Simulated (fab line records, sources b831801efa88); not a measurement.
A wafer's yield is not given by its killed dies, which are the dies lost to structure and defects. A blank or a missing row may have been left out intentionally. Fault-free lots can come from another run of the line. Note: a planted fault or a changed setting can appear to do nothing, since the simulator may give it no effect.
What tool caused it? | flow gf180mcu | 14 lots with 42 wafers sampled at 3 steps, on a route of 602 steps

## WHAT THE GAUGES READ, wafer by wafer
GF_STI_THK_MEAS_02. Usual: STI_OXIDATION_THK 9.99 nm, standard deviation 0.18.
lot  | measured    | on            | STI_OXIDATION_THK (nm) | flag
L948 | day 1 12:17 | film-metro-03 | 10.37 10.30 10.33      |
L950 | day 1 21:31 | film-metro-03 | 10.05 9.99 9.90        |
L951 | day 2 03:05 | film-metro-04 | 9.91 10.01 9.92        |
L954 | day 2 17:31 | film-metro-04 | 9.82 9.85 9.86         |
L956 | day 3 03:50 | film-metro-03 | 9.88 9.63 9.77         |
L957 | day 3 11:44 | film-metro-04 | 16.71 16.75 16.73      | OFF
L958 | day 3 15:51 | film-metro-02 | 15.66 15.77 16.01      | OFF
L960 | day 4 02:21 | film-metro-02 | 16.18 16.40 16.10      | OFF
L961 | day 4 04:56 | film-metro-03 | 10.10 9.83 9.88        |
L962 | day 4 09:31 | film-metro-02 | 10.02 10.06 10.00      |
L968 | day 5 16:42 | film-metro-02 | 10.14 10.16 10.11      |
L969 | day 5 21:08 | film-metro-04 | 10.02 9.99 10.08       |
L970 | day 6 01:35 | film-metro-03 | 10.07 10.15 10.20      |
L971 | day 6 07:48 | film-metro-03 | 10.09 10.17 10.21      |

GF_M1_OVL_MEAS_15. Usual: M1_OVL 0 nm, standard deviation 5.
lot  | measured     | on         | M1_OVL (nm) | flag
L948 | day 17 03:46 | overlay-02 | 7 -1 11     |
L950 | day 17 19:16 | overlay-02 | 0 15 0      |
L951 | day 18 05:44 | overlay-01 | -2 -2 -7    |
L954 | day 19 18:19 | overlay-02 | 4 1 0       |
L956 | day 20 11:22 | overlay-02 | 2 -5 -3     |
L957 | day 21 03:13 | overlay-01 | 7 -1 -1     |
L958 | day 21 05:20 | overlay-02 | 0 -2 -2     |
L960 | day 21 15:31 | overlay-02 | -6 -7 3     |
L961 | day 22 09:19 | overlay-01 | 8 6 8       |
L962 | day 22 14:22 | overlay-01 | 2 0 4       |
L968 | day 24 13:27 | overlay-02 | -2 2 -3     |
L969 | day 24 16:41 | overlay-02 | -1 2 4      |
L970 | day 25 02:38 | overlay-02 | 5 1 1       |
L971 | day 25 13:14 | overlay-02 | -2 1 -10    |

## TOOL THAT RAN EACH LOT (tool first, then ch and the chambers of the sampled wafers, then the start)
lot  | GF_STI_OXIDATION_01
L948 | furnace-01 ch 0, day 1 10:52
L950 | furnace-01 ch 0, day 1 20:07
L951 | furnace-01 ch 0, day 2 01:41
L954 | furnace-02 ch 0, day 2 16:07
L956 | furnace-02 ch 0, day 3 02:26
L957 | furnace-01 ch 0, day 3 07:50
L958 | furnace-02 ch 0, day 3 12:53
L960 | furnace-01 ch 0, day 3 22:07
L961 | furnace-02 ch 0, day 4 03:32
L962 | furnace-01 ch 0, day 4 08:07
L968 | furnace-01 ch 0, day 5 15:17
L969 | furnace-01 ch 0, day 5 19:44
L970 | furnace-01 ch 0, day 6 00:10
L971 | furnace-01 ch 0, day 6 06:23
- GF_STI_OXIDATION_01: stabilise 600 s, purge 300 s, target thk 10 nm.

## AS READ BY THE TOOLS THEMSELVES (means over the sampled wafers that have a number; for cases with no such wafer, the mark the record gives instead)
GF_STI_OXIDATION_01. Usual: 902.3 for tube_center_temp_C_max, sd 0.4.
lot  | tool       | tube_center_temp_C_max | flag
L948 | furnace-01 | 902.2                  |
L950 | furnace-01 | 902.7                  |
L951 | furnace-01 | 901.9                  |
L954 | furnace-02 | 902.5                  |
L956 | furnace-02 | 902.4                  |
L957 | furnace-01 | 902.6                  |
L958 | furnace-02 | 902.4                  |
L960 | furnace-01 | 902.4                  |
L961 | furnace-02 | 902.3                  |
L962 | furnace-01 | 902.6                  |
L968 | furnace-01 | 902.0                  |
L969 | furnace-01 | 902.5                  |
L970 | furnace-01 | 902.6                  |
L971 | furnace-01 | 902.4                  |

## THE ANSWER, worked out from the rows above alone
Rule: a lot is off if the mean of its wafers that have a number lies more than 3 standard deviations from the usual mean. A lot without any number at a reading at which 4 lots or more have one is off too. The other lots that the step has rows for count as sound. Order of review: gauges by route order, followed by the tools' own readings, for which a lot's mean as printed above is used. The first step at which some lot is off is used, and at that step the reading that is off furthest; a lot without a number counts as furthest.
Off: at GF_STI_THK_MEAS_02 (STI_OXIDATION_THK), L957, L958, L960.
A tool fits if, at a process step before that reading, it ran every lot that is off, and no sound lot after the first of them. The gauges at GF_STI_THK_MEAS_02 are tried like those tools. None of those tried fits.

## WHAT WAS PUT IN BY THE SIMULATOR
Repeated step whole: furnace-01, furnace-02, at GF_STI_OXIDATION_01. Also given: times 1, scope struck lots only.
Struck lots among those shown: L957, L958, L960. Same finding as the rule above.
